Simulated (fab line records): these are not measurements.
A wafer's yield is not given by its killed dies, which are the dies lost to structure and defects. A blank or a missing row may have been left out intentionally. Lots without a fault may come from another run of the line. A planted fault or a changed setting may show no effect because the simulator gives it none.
Which tool was responsible? / flow sfq_line / 7 lots with 21 wafers sampled at 2 steps, on a route of 325 steps

WHAT THE GAUGES READ, wafer by wafer
SFQ_L0_RS_MEAS_901: measurement is done with a four-point probe.
lot=L879; measured=day 2 08:35; on=film_metro-02; L0_MONX_KI_RS (ohm/sq)=43.9 43.7 43.8
lot=L882; measured=day 2 23:34; on=film_metro-01; L0_MONX_KI_RS (ohm/sq)=42.8 43.4 43.9
lot=L884; measured=day 3 09:34; on=film_metro-01; L0_MONX_KI_RS (ohm/sq)=42.9 43.7 43.4
lot=L888; measured=day 4 05:34; on=film_metro-04; L0_MONX_KI_RS (ohm/sq)=43.9 44.1 44.1
lot=L890; measured=day 4 15:36; on=film_metro-02; L0_MONX_KI_RS (ohm/sq)=43.5 43.1 43.4
lot=L895; measured=day 5 16:35; on=film_metro-04; L0_MONX_KI_RS (ohm/sq)=43.9 44.5 43.7
lot=L898; measured=day 6 07:35; on=film_metro-04; L0_MONX_KI_RS (ohm/sq)=26.4 26.5 26.4

WHAT TOOL EACH LOT RAN ON (gives the tool, then ch and the chambers of the sampled wafers, and finally the start)
lot=L879; SFQ_TRILAYER_L0_DEP_SPUTTER_003=pvd_sputter-05, day 2 08:29
lot=L882; SFQ_TRILAYER_L0_DEP_SPUTTER_003=pvd_sputter-03, day 2 23:29
lot=L884; SFQ_TRILAYER_L0_DEP_SPUTTER_003=pvd_sputter-03, day 3 09:29
lot=L888; SFQ_TRILAYER_L0_DEP_SPUTTER_003=pvd_sputter-03, day 4 05:29
lot=L890; SFQ_TRILAYER_L0_DEP_SPUTTER_003=pvd_sputter-03, day 4 15:29
lot=L895; SFQ_TRILAYER_L0_DEP_SPUTTER_003=pvd_sputter-06, day 5 16:29
lot=L898; SFQ_TRILAYER_L0_DEP_SPUTTER_003=pvd_sputter-05, day 6 07:29
- SFQ_TRILAYER_L0_DEP_SPUTTER_003: material MoNx KI, target thk 40 nm, time 100 s.

THE ANSWER, worked out from the rows above alone
Rule: the usual values come from the lots themselves. The widest of any qualifying gaps counts: lots, ordered by their means at a reading, are off when they make up no more than a third of the lots, leave a main group of 4 or more, and stand apart from it by 3 or more times the standard deviation of that group's means. Not used: any main group whose means are identical at the precision the tables above print for the reading. Also off: a lot with no number at a reading for which 4 or more lots have one. The other lots that the step has rows for count as sound.
Off: at SFQ_L0_RS_MEAS_901 (L0_MONX_KI_RS), L898. The main group: mean 43.6 ohm/sq, standard deviation 0.32.
If a tool, at a process step before that reading, ran all the lots that are off and no sound lot after the first of them, it fits. Those tools and the gauges at SFQ_L0_RS_MEAS_901 are tried in the same way. Can't be told from this: 2 tools fit, pvd_sputter-05 at SFQ_TRILAYER_L0_DEP_SPUTTER_003, film_metro-04 at SFQ_L0_RS_MEAS_901.

WHAT WAS PUT IN BY THE SIMULATOR
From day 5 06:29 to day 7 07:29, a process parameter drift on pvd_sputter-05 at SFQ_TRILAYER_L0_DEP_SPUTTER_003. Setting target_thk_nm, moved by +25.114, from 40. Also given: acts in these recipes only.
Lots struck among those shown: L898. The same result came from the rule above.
